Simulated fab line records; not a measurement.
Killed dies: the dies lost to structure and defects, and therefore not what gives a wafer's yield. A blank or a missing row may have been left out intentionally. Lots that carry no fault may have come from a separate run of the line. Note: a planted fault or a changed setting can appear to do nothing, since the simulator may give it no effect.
Struck lot and sound lot, side by side -- flow sky130 -- 15 steps out of a route of 708
Sound: wafers L566.3, L566.5, L566.6. Struck: wafers L557.3, L557.5, L557.6. At the end, the cause is stated.
Order at every step that has rows: each side's tool, ch and its chambers, its first start. Under that, the readings that differ: sound wafers -- struck wafers -- difference of the means -- sigmas: that difference in standard deviations of wafers without a fault.
alike: same words and numbers on both sides, and readings whose means sit less than 2 such deviations apart. not compared: any withheld reading, any reading some wafer has no value for, any bound like >300 that may hide the same value, and any number with overlapping values for which the record gives no deviation.
The two part at a step that has a row with sigmas, a row that says differs or no value, or rows on one side only. Numbers that have no deviation but don't overlap get no sigmas and don't part them. A reading that every wafer of one side lacks parts them only if that side has two wafers or more.

first, 3 steps without rows for these wafers: SKY_SONOS_ONO_WET_ETCH_18 (etches Si3N4 in H3PO4, target depth 15 nm, time 172 s); SKY_GATE_OXIDE_CLEAN_00 (cleans in SC1/SC2, time 150 s); SKY_GATE_OXIDE_OXIDATION_01 (stabilise 600 s, purge 300 s, target thk 10.268 nm).
SKY_GATE_OXIDE_THK_MEAS_02:
  struck on film metro-03, day 16 13:36; sound on film metro-01, day 19 12:17
reading,sound,struck,difference,sigmas
GATE_OXIDE_OXIDATION_00_THK (nm),10.58 10.56 10.63,10.28 10.17 10.18,-0.38,-2
then, 7 steps without rows for these wafers: SKY_GATE_OXIDE_DEHYDRATE_03 (time 60 s); SKY_GATE_OXIDE_HMDS_04 (prime time 60 s); SKY_GATE_OXIDE_COAT_05 (resist thk 1140 nm); SKY_GATE_OXIDE_SOFTBAKE_06 (time 60 s); SKY_GATE_OXIDE_EXPOSE_07 (exposes mask LVOM, target cd 600 nm); SKY_GATE_OXIDE_PEB_08; SKY_GATE_OXIDE_DEVELOP_09 (develop time 60 s).
SKY_GATE_OXIDE_OVL_MEAS_10:
  struck on overlay-02, day 17 18:17; sound on overlay-01, day 20 18:50
  alike: GATE_OXIDE_OVL
SKY_GATE_OXIDE_IMPLANT_11:
  sound on implanter-01 ch 0, day 20 18:55; struck on implanter-03 ch 0, day 17 18:22
reading,sound,struck,difference,sigmas
dose ions cm2,2.6019e+12 2.6017e+12 2.6007e+12,2.7164e+12 2.7216e+12 2.7209e+12,+1.1820e+11,+42
then, 1 step without rows for these wafers: SKY_GATE_OXIDE_WET_ETCH_12 (etches SiO2 in dHF, target depth 16.8 nm, time 336 s).
-- record jumps: 31 days separate the struck wafers' starts on either side; left off in module GATE_OXIDE, taken up again in module PAD_OPEN, whose first shown step is the route's number 708 --
SKY_PAD_OPEN_PROBE_99:
  struck on prober-02, day 48 13:20; sound on prober-02, day 50 01:26
reading,sound,struck,difference,sigmas
model.etest.pfet_01v8_lvt.drive ua um,174.8 169.9 171.2,179.3 179.4 177,+6.6,
model.etest.pfet_01v8_lvt.off log10 a um,-9.071 -9.259 -9.289,-8.56 -8.601 -8.474,+0.66,
model.etest.pfet_01v8_lvt.vt sat v (V),-0.4476 -0.4558 -0.4536,-0.4072 -0.4064 -0.4074,+0.0453,
model.etest.pfet_01v8_lvt.vt v (V),-0.5354 -0.5442 -0.543,-0.4986 -0.4994 -0.5011,+0.0412,
model.etest.pfet_01v8_lvt.vt long v (V),-0.6555 -0.6604 -0.6657,-0.6229 -0.6204 -0.6225,+0.0386,
model.etest.pfet_01v8_lvt.body rise v (V),-0.2047 -0.1999 -0.2017,-0.208 -0.2113 -0.2106,-0.008,
  alike: killed_at_M0_to_M3, killed_at_M4_up, killed at contacts, killed at front end, killed at other, killed dies, killed open, killed short

== WHERE THEY PART ==
At SKY_GATE_OXIDE_THK_MEAS_02 first; at SKY_GATE_OXIDE_IMPLANT_11 last (within this record only). Later steps at which nothing parts them and some readings are alike: SKY_PAD_OPEN_PROBE_99.

WHY: what the simulator had put in
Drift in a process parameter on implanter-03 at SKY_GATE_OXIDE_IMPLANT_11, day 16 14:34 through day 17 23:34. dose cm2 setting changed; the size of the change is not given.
